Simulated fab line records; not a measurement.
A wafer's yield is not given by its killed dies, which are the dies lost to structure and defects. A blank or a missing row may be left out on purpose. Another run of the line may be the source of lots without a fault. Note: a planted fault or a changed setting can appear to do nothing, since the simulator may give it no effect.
Problem report, 8D (eight disciplines) form, completed by code / flow gf180mcu / the parts of the form that need people (team, actions taken, sign-off) are left out

1. THE PROBLEM
Mean of primeTempC at GF_MVPSD_HMDS_01: 117.24 C across 6 wafers in 2 lots; on wafers with no fault it is 120.02 C (standard deviation 0.13). That puts it -21 standard deviations away from the usual mean.
The step: prime time 60 s.
First seen on wafer L670.2, day 7 19:03, on lithoTrack-01. Wafers with a number at this step in the record: 42, from 14 lots. Rule for "out" (also "out of limits"): further than 4 standard deviations from the usual mean. The rest of the wafers with a number are treated as sound.

2. WHAT IT IS; WHAT IT IS NOT
question=which readings at this step | is=primeTempC | is not=exhaustPa
question=which lots | is=L670, L671 | is not=L658, L659, L660, L661, L662, L663, L672, L674, L676, L678, L679, L680
question=which wafers of those lots | is=all that have a number | is not=-
question=read on which tools | is=lithoTrack-01 | is not=lithoTrack-02, lithoTrack-03
question=when | is=from day 7 19:03 | is not=up to then (18 sound wafers); but 18 sound wafers of L672, L674, L676, L678, L679, L680 came after

3. THE SUSPECTS, EACH WITH WHAT RULES IT OUT
Counting: a tool at any process step up to the reading remains a suspect when it ran all the lots that are out and ran no sound lot after the first of those.
- lithoTrack-01 at GF_MVPSD_HMDS_01 (prime time 60 s): kept. Every lot that is out went through it, starting with L670 (day 7 19:03), and after that it ran no sound lot; the last sound lot it ran before then is L660 (day 5 09:57). Out on those wafers are its own readings of primeTempC.
The count leaves lithoTrack-01 at GF_MVPSD_HMDS_01.

4. THE CAUSE (what the simulator had put in)
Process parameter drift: lithoTrack-01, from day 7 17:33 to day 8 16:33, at GF_MVPSD_HMDS_01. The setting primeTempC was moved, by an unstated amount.
The count eliminated every tool but this one.

5. SEQUENCE OF EFFECTS, ordered by route
One row per reading whose mean, taken over the struck wafers that have a number, lies over 3 standard deviations from the usual. Scope: only readings with a usual standard deviation given in the record; hours: median across lots of the time from each lot's start at the first step in this table that gives one to its start at this step; sigmas: change in usual standard deviations.
hours=0; step=GF_MVPSD_HMDS_01; reading=primeTempC; usual=120.02 C; on struck wafers=117.24; change=-2.78; sigmas=-21
Process steps it contains:
- GF_MVPSD_HMDS_01: prime time 60 s.
Later measuring or inspecting steps at which every struck wafer that the step has a row for has a number for every such reading, and none has moved that far: GF_VT_IMPLANT_OVL_MEAS_18.

6. WHAT WOULD HAVE CAUGHT IT SOONER
2 hours passed between the start of the fault at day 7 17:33 and the first reading out of limits in this record, taken at day 7 19:03.
